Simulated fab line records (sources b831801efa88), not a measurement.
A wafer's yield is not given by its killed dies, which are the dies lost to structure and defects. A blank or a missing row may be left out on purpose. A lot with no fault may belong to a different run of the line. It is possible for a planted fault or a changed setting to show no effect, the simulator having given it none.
Matching of chambers :: flow gf180mcu :: GF_CONTACT_CMP_27 on cmp-01 has 4 sister chambers
The step polishes, stops on SiO2, t overpolish 15 s, target thk 0 nm. 16 wafers are shown with their chamber, then 8 later ones without.

WAFERS, EACH WITH ITS CHAMBER
wafer: L891.3
chamber: 3
motor_current_A (A): 12.0
overpolish_run_s (s): 14.999
time_to_endpoint_s (s): 69.2

wafer: L891.4
chamber: 1
motor_current_A (A): 9.8
overpolish_run_s (s): 15.014
time_to_endpoint_s (s): 71.3

wafer: L891.5
chamber: 1
motor_current_A (A): 9.7
overpolish_run_s (s): 14.987
time_to_endpoint_s (s): 76.3

wafer: L895.1
chamber: 1
motor_current_A (A): 9.9
overpolish_run_s (s): 14.999
time_to_endpoint_s (s): 84.3

wafer: L895.4
chamber: 2
motor_current_A (A): 9.8
overpolish_run_s (s): 14.994
time_to_endpoint_s (s): 83.1

wafer: L895.5
chamber: 0
motor_current_A (A): 12.4
overpolish_run_s (s): 15.009
time_to_endpoint_s (s): 75.2

wafer: L896.2
chamber: 0
motor_current_A (A): 12.3
overpolish_run_s (s): 14.990
time_to_endpoint_s (s): 74.9

wafer: L896.3
chamber: 3
motor_current_A (A): 13.0
overpolish_run_s (s): 15.011
time_to_endpoint_s (s): 76.8

wafer: L896.5
chamber: 3
motor_current_A (A): 12.1
overpolish_run_s (s): 15.015
time_to_endpoint_s (s): 76.8

wafer: L899.1
chamber: 0
motor_current_A (A): 12.3
overpolish_run_s (s): 14.993
time_to_endpoint_s (s): 75.3

wafer: L899.2
chamber: 3
motor_current_A (A): 12.8
overpolish_run_s (s): 14.999
time_to_endpoint_s (s): 77.2

wafer: L899.6
chamber: 0
motor_current_A (A): 13.0
overpolish_run_s (s): 15.003
time_to_endpoint_s (s): 75.8

wafer: L902.3
chamber: 1
motor_current_A (A): 10.2
overpolish_run_s (s): 15.003
time_to_endpoint_s (s): 75.3

wafer: L902.4
chamber: 2
motor_current_A (A): 9.6
overpolish_run_s (s): 14.994
time_to_endpoint_s (s): 75.3

wafer: L902.6
chamber: 1
motor_current_A (A): 10.0
overpolish_run_s (s): 14.995
time_to_endpoint_s (s): 72.1

wafer: L906.3
chamber: 3
motor_current_A (A): 12.1
overpolish_run_s (s): 15.004
time_to_endpoint_s (s): 69.2

SIGNATURES (means of the wafers above)
reading: motor_current_A
chamber 0: 12.500
chamber 1: 9.920
chamber 2: 9.700
chamber 3: 12.400
scatter within a chamber: 0.338

reading: overpolish_run_s
chamber 0: 14.99875
chamber 1: 14.99960
chamber 2: 14.99400
chamber 3: 15.00560
scatter within a chamber: 0.00836

reading: time_to_endpoint_s
chamber 0: 75.300
chamber 1: 75.860
chamber 2: 79.200
chamber 3: 73.840
scatter within a chamber: 4.18
Rule: a wafer's distance from a chamber is the root of the sum, over the readings, of the square of ((its reading less the chamber's mean) divided by the reading's scatter). If the next closest chamber is less than 2 further off than the closest, the wafer can't be placed; otherwise it belongs to the closest. The scatter: take each reading less its chamber's mean, square it, sum over the shown wafers, divide by the number of wafers less the number of chambers, and take the root.

WAFERS WHOSE CHAMBER IS MISSING
wafer: L906.4
motor_current_A (A): 11.9
overpolish_run_s (s): 15.005
time_to_endpoint_s (s): 68.6

wafer: L906.5
motor_current_A (A): 12.4
overpolish_run_s (s): 15.002
time_to_endpoint_s (s): 67.8

wafer: L909.2
motor_current_A (A): 12.5
overpolish_run_s (s): 14.985
time_to_endpoint_s (s): 68.7

wafer: L909.5
motor_current_A (A): 9.7
overpolish_run_s (s): 14.984
time_to_endpoint_s (s): 77.3

wafer: L909.6
motor_current_A (A): 10.5
overpolish_run_s (s): 14.990
time_to_endpoint_s (s): 75.4

wafer: L912.1
motor_current_A (A): 12.6
overpolish_run_s (s): 15.003
time_to_endpoint_s (s): 78.5

wafer: L912.2
motor_current_A (A): 9.6
overpolish_run_s (s): 14.981
time_to_endpoint_s (s): 73.0

wafer: L912.4
motor_current_A (A): 9.8
overpolish_run_s (s): 14.996
time_to_endpoint_s (s): 80.6

THE CHAMBER EACH PASSED THROUGH
wafer: L906.4
from the rows above: can't be placed: 3 or 0
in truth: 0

wafer: L906.5
from the rows above: can't be placed: 3 or 0
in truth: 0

wafer: L909.2
from the rows above: can't be placed: 0 or 3
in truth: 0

wafer: L909.5
from the rows above: can't be placed: 2 or 1
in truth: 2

wafer: L909.6
from the rows above: can't be placed: 1 or 2
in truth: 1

wafer: L912.1
from the rows above: can't be placed: 0 or 3
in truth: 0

wafer: L912.2
from the rows above: can't be placed: 2 or 1
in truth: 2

wafer: L912.4
from the rows above: can't be placed: 2 or 1
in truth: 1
Placed correctly: 0 of 8. Cannot be placed on the basis of these rows: 8; the candidates contain the true chamber in 8. Placed wrongly: 0.
